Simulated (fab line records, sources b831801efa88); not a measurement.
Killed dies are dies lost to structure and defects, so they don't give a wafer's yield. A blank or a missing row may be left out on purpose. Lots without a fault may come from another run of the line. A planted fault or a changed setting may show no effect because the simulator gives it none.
A struck lot beside a sound one | flow gf180mcu | 16 steps out of a route of 602
Sound: wafers L315.3, L315.5, L315.6. Struck: wafers L320.3, L320.4, L320.6. The cause comes at the end.
At each step with rows: each side's tool, then ch and its chambers, then its first start. Under that, the readings that differ: sound wafers | struck wafers | difference of the means | sigmas: that difference in standard deviations of wafers without a fault.
alike: readings whose means differ by less than 2 such deviations, and words and numbers that are the same on both sides. not compared: withheld readings, readings that some wafer has no value for, bounds like >300 that may hide the same value, and numbers for which the record gives no deviation and whose values overlap.
The two part at a step that has a row with sigmas, a row that says differs or no value, or rows on one side only. Numbers that don't overlap but have no deviation are shown without sigmas and don't part them. A reading that every wafer of one side lacks parts them only if that side has two wafers or more.

first, 1 step without rows for these wafers: GF_HV_LDD_IMPLANT_09.
GF_HV_LDD_STRIP_10: strips in O2/N2.
  sound on plasma_asher-02 ch 0,1, day 9 17:40; struck on plasma_asher-01 ch 0,1, day 11 14:11
  alike: chamber_pressure_mTorr, drypump_motor_current_A, heater_power_w, oes_product_au, strip_time_to_endpoint_s
  not compared: rf_hours_counter_h
GF_HV_LDD_TW_MEAS_11:
  sound on film_metro-01, day 9 17:44; struck on film_metro-01, day 11 14:16
  alike: HV_LDD_TW
then, 7 steps without rows for these wafers: GF_HV_LDD_DEHYDRATE_12 (time 60 s); GF_HV_LDD_HMDS_13 (prime time 60 s); GF_HV_LDD_COAT_14 (resist thk 1000 nm); GF_HV_LDD_SOFTBAKE_15 (time 60 s); GF_HV_LDD_EXPOSE_16 (exposes mask Pplus LV AREA, target cd 400 nm); GF_HV_LDD_PEB_17; GF_HV_LDD_DEVELOP_18 (develop time 60 s).
GF_HV_LDD_CD_MEAS_19: target cd 400 nm.
  sound on cd_sem-01, day 10 11:08; struck on cd_sem-02, day 12 09:47
  alike: cd_nm
GF_HV_LDD_OVL_MEAS_20:
  sound on overlay-01, day 10 11:13; struck on overlay-01, day 12 09:52
  alike: HV_LDD_01_OVL
GF_HV_LDD_IMPLANT_21:
  sound on implanter-03 ch 0, day 10 11:18; struck on implanter-03 ch 0, day 12 09:57
  reading                   | sound             | struck            | difference | sigmas
  implant_ion_amu           | 49 49 49          | 11 11 11          | -38        |
  model.implant.rp_nm (nm)  | 20.74 20.74 20.74 | 79.24 79.24 79.24 | +58.50     |
  model.implant.drp_nm (nm) | 11.41 11.41 11.41 | 35.62 35.62 35.62 | +24.21     |
GF_HV_LDD_STRIP_22: strips in O2/N2.
  sound on plasma_asher-03 ch 0,1, day 10 11:26; struck on plasma_asher-02 ch 0,1, day 12 10:05
  alike: chamber_pressure_mTorr, drypump_motor_current_A, heater_power_w, oes_product_au, strip_time_to_endpoint_s
  not compared: rf_hours_counter_h
GF_HV_LDD_TW_MEAS_23:
  sound on film_metro-03, day 10 11:31; struck on film_metro-03, day 12 10:23
  reading     | sound          | struck      | difference | sigmas
  HV_LDD_2_TW | 1044 1046 1044 | 668 665 666 | -378       | -57
  not compared: hold
GF_PASSIVATION_PROBE_99:
  the record has rows for the sound wafers here (prober-02, day 28 16:12) and none for the struck ones

WHERE THEY PART
First at GF_HV_LDD_TW_MEAS_23; last, within this record, at GF_PASSIVATION_PROBE_99.

WHY: what the simulator had put in
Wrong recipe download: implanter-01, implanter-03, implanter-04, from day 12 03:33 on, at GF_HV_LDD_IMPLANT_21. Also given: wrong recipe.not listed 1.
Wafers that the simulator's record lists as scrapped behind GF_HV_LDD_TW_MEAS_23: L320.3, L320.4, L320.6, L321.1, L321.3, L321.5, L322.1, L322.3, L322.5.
